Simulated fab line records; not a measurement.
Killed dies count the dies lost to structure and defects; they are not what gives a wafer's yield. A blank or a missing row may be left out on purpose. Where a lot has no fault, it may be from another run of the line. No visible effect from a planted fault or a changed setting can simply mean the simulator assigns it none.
One fault seen from 2 desks :: flow sky130 :: what lay behind the numbers comes last; until then each desk has only its own

## AT THE METROLOGY DESK
What the gauges read, lot by lot, whatever tool the lot ran on: means of the sampled wafers that have a number. Any lot whose mean is over 4 standard deviations away from the usual mean is out of limits and marked OUT; that distance is given in the brackets.
Columns: A = SD_N_RS at SKY_SD_N_RS_MEAS_16, usual 68.52 ohm/sq; B = LI_CONTACT_HDPCVD_THK at SKY_LI_CONTACT_THK_MEAS_01, usual 929 nm; C = cd_nm at SKY_LI_CONTACT_CD_MEAS_12, usual 169.6 nm
lot: L620
first seen here: day 28 19:01
A: 68.47
B: 941
C: 167.6

lot: L621
first seen here: day 29 11:34
A: 68.71
B: 937
C: 167.0

lot: L624
first seen here: day 30 16:32
A: 66.71 (-14) OUT
B: 934
C: 170.4

lot: L626
first seen here: day 30 18:17
A: 66.67 (-14) OUT
B: 932
C: 169.1

lot: L631
first seen here: day 32 01:50
A: 68.31
B: 920
C: 168.1

lot: L633
first seen here: day 32 20:58
A: 68.47
B: 945
C: 170.0

lot: L634
first seen here: day 32 23:08
A: 68.46
B: 930
C: 168.8

lot: L635
first seen here: day 33 03:47
A: 68.62
B: 927
C: 170.8

lot: L636
first seen here: day 33 13:59
A: 68.58
B: 924
C: 169.0

lot: L637
first seen here: day 34 11:58
A: 68.41
B: 918
C: 168.4

lot: L639
first seen here: day 35 02:13
A: 68.51
B: 924
C: 169.4

lot: L641
first seen here: day 35 03:26
A: 68.68
B: 919
C: 170.4

lot: L642
first seen here: day 35 18:04
A: 68.51
B: 931
C: 169.7
Per this desk, out of limits: L624, L626; the first was L624, day 30 16:32 (SD_N_RS at SKY_SD_N_RS_MEAS_16). In limits: L620, L621, L631, L633, L634, L635, L636, L637, L639, L641, L642.

## AT THE TOOL OWNER'S DESK: implanter-04
The tool's own readings at SKY_SD_N_IMPLANT_10: means of the sampled wafers that have a number, for each lot that ran on this tool. Any lot whose mean is over 4 standard deviations away from the usual mean is out of limits and marked OUT; that distance is given in the brackets.
Columns: A = beam_on_s at SKY_SD_N_IMPLANT_10, usual 10.9 s; B = dose_ions_cm2 at SKY_SD_N_IMPLANT_10, usual 1.0001e+14; C = end_station_pressure_torr at SKY_SD_N_IMPLANT_10, usual 5.37e-06 Torr
lot: L620
first seen here: day 28 18:30
A: 11.2
B: 9.9947e+13
C: 5.10e-06

lot: L621
first seen here: day 29 11:02
A: 11.3
B: 1.0008e+14
C: 5.47e-06

lot: L624
first seen here: day 30 16:00
A: 19.6 (+16) OUT
B: 1.7123e+14 (+99 or more) OUT
C: 5.14e-06

lot: L626
first seen here: day 30 17:45
A: 20.0 (+17) OUT
B: 1.7126e+14 (+99 or more) OUT
C: 5.43e-06

lot: L635
first seen here: day 33 03:16
A: 11.5
B: 1.0003e+14
C: 5.18e-06

lot: L636
first seen here: day 33 13:28
A: 11.4
B: 1.0002e+14
C: 5.48e-06

lot: L639
first seen here: day 35 01:32
A: 11.4
B: 1.0000e+14
C: 5.16e-06

lot: L641
first seen here: day 35 02:48
A: 11.5
B: 9.9967e+13
C: 5.32e-06
Finding of this desk: L624, L626 out of limits; the first was L624 at day 30 16:00, on beam_on_s at SKY_SD_N_IMPLANT_10. In limits: L620, L621, L635, L636, L639, L641.

## BROUGHT TOGETHER
At day 30 16:00, on L624, L626, the tool owner's desk was in a position to raise an alarm.
L624, L626 would have let the metrology desk raise an alarm at day 30 16:32.
The lots listed all ran SKY_SD_N_IMPLANT_10 on implanter-04.

## WHAT THE SIMULATOR HAD PUT IN
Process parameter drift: implanter-04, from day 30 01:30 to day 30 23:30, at SKY_SD_N_IMPLANT_10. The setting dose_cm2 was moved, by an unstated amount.
Lots struck among those shown: L624, L626.
Delay (hours) between the fault's onset and each desk's first out-of-limits reading: 14 at the tool owner's desk, 15 at the metrology desk.
